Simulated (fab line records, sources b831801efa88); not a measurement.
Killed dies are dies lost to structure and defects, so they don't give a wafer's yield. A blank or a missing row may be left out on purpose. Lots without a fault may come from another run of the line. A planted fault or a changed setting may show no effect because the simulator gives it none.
Which tool did it? | flow sky130 | 12 lots, 36 wafers sampled, at 1 step of a route of 708

WHAT THE GAUGES READ, wafer by wafer
SKY_VIA1_CD_MEAS_12: target cd 150 nm.
lot  | measured     | on        | cd_nm (nm)
L486 | day 33 22:56 | cd_sem-02 | 148.0 150.1 149.1
L488 | day 34 11:36 | cd_sem-01 | 146.6 148.5 146.3
L487 | day 34 13:12 | cd_sem-02 | 152.6 152.9 152.8
L491 | day 35 10:08 | cd_sem-02 | 153.5 152.3 153.2
L492 | day 35 21:02 | cd_sem-02 | 146.8 148.1 145.9
L494 | day 36 23:20 | cd_sem-02 | 149.1 147.2 148.5
L497 | day 38 01:41 | cd_sem-01 | 151.4 152.3 153.1
L500 | day 38 21:47 | cd_sem-02 | 150.5 149.4 150.2
L499 | day 38 22:09 | cd_sem-02 | 151.8 149.0 151.3
L501 | day 39 05:19 | cd_sem-01 | 149.3 149.1 149.1
L503 | day 39 17:58 | cd_sem-01 | 150.4 150.2 152.9
L509 | day 41 00:43 | cd_sem-02 | 146.8 148.7 147.3

WHICH TOOL RAN EACH LOT (tool, then ch and the chambers of the sampled wafers, then the start)
The record holds no process step before these readings.

WHAT THE TOOLS THEMSELVES READ (means of the sampled wafers that have a number; where no wafer has one, the mark that the record gives instead)
The record holds no such reading with a usual standard deviation.

THE ANSWER, worked out from the rows above alone
Rule: what is usual is taken from the lots themselves. Put in order of their means at a reading, lots are off if they are a third of the lots or fewer, leave a main group of 4 or more, and stand apart from it by a gap of 3 or more times the standard deviation of the main group's means; of several such gaps the widest counts. A main group whose means are all the same, to the digits that the tables above print for the reading, isn't used. A lot without any number at a reading at which 4 lots or more have one is off too. The other lots that the step has rows for count as sound. The gauges are gone through in route order, then the tools' own readings, and for those a lot's mean is taken as printed above. The first step at which some lot is off is used, and at that step the reading that is off furthest; a lot without a number counts as furthest.
No lot is off at any reading shown: from this, nothing can be told.

WHAT THE SIMULATOR HAD PUT IN
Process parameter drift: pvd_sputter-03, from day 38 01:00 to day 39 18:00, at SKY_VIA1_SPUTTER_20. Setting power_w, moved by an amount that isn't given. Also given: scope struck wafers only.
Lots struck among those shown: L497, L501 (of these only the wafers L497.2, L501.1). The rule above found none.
